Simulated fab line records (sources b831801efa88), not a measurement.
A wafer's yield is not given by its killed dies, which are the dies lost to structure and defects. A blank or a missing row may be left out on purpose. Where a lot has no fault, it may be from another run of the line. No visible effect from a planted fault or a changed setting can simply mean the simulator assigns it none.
8D (eight disciplines) problem report, filled in by code ; flow gf180mcu ; the parts of the form that need people (team, actions taken, sign-off) are left out

== 1. WHAT IS WRONG ==
Mean of cd-nm at GF_SAB_CD_MEAS_09: 458.0 nm over 3 wafers from 1 lot, against 419.4 nm (standard deviation 2.6) on wafers with no fault. Relative to the usual mean, that is a shift of +15 standard deviations.
The step: target cd 420 nm.
Seen first at day 19 12:08 on cd-sem-02, wafer L881.3. The record has a number at this step for 39 wafers belonging to 13 lots. Rule for "out", or "out of limits": more than 4 standard deviations from the usual mean. Any other wafer with a number is counted as sound.

== 2. WHAT IT IS; WHAT IT IS NOT ==
question;is;is not
which readings at this step;cd-nm;-
which lots;L881;L869, L870, L871, L872, L873, L874, L884, L887, L889, L890, L891, L892
which wafers of those lots;all that have a number;-
read on which gauges;cd-sem-02;cd-sem-01
when;from day 19 12:08;"up to then (18 sound wafers); but 18 sound wafers of L884, L887, L889, L890, L891, L892 came after"

== 3. WHAT RULES OUT EACH SUSPECT ==
Counting: a tool stays on the suspect list if, at a process step up to the reading, it processed all lots that are out and no sound lot following the first of them.
- the gauge at GF_SAB_CD_MEAS_09: kept. All the wafers that are out were read on cd-sem-02, and no step on other tools shows them out.
- litho-track-04 at GF_SAB_DEVELOP_08 (develop time 60 s): ruled out as a lasting fault. Following L881 (day 19 11:59), the first lot on it that is out, the sound lots L891, L892 were run on it.
Remaining after the count: cd-sem-02 at GF_SAB_CD_MEAS_09.

== 4. THE CAUSE (what the simulator had put in) ==
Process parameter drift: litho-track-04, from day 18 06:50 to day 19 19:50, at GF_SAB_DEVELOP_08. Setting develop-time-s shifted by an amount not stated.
Counting ruled it out, wrongly: the rule takes a fault to strike every lot that its tool runs from its start on, and this one did not.

== 5. THE CHAIN OF EFFECTS, in route order ==
Each row: a reading whose mean over the struck wafers that have a number lies more than 3 standard deviations from the usual. Readings are gone through only where the record gives a usual standard deviation; hours: the median, over the lots, of the time from a lot's start at the first step in this table giving one to that lot's start at this step; sigmas: the change measured in usual standard deviations.
hours;step;reading;usual;on struck wafers;change;sigmas
0;GF_SAB_CD_MEAS_09;cd-nm;419.4 nm;458.0;+38.6;+15
Later steps that measure or inspect, where all struck wafers having a row at the step show a number for every such reading and not one has moved that far: GF_M1_OVL_MEAS_15.

== 6. WHAT WOULD HAVE CAUGHT IT SOONER ==
The first out-of-limits reading at a measuring or inspecting step in this record came at day 19 12:08, 29 hours after the fault's start at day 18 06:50.
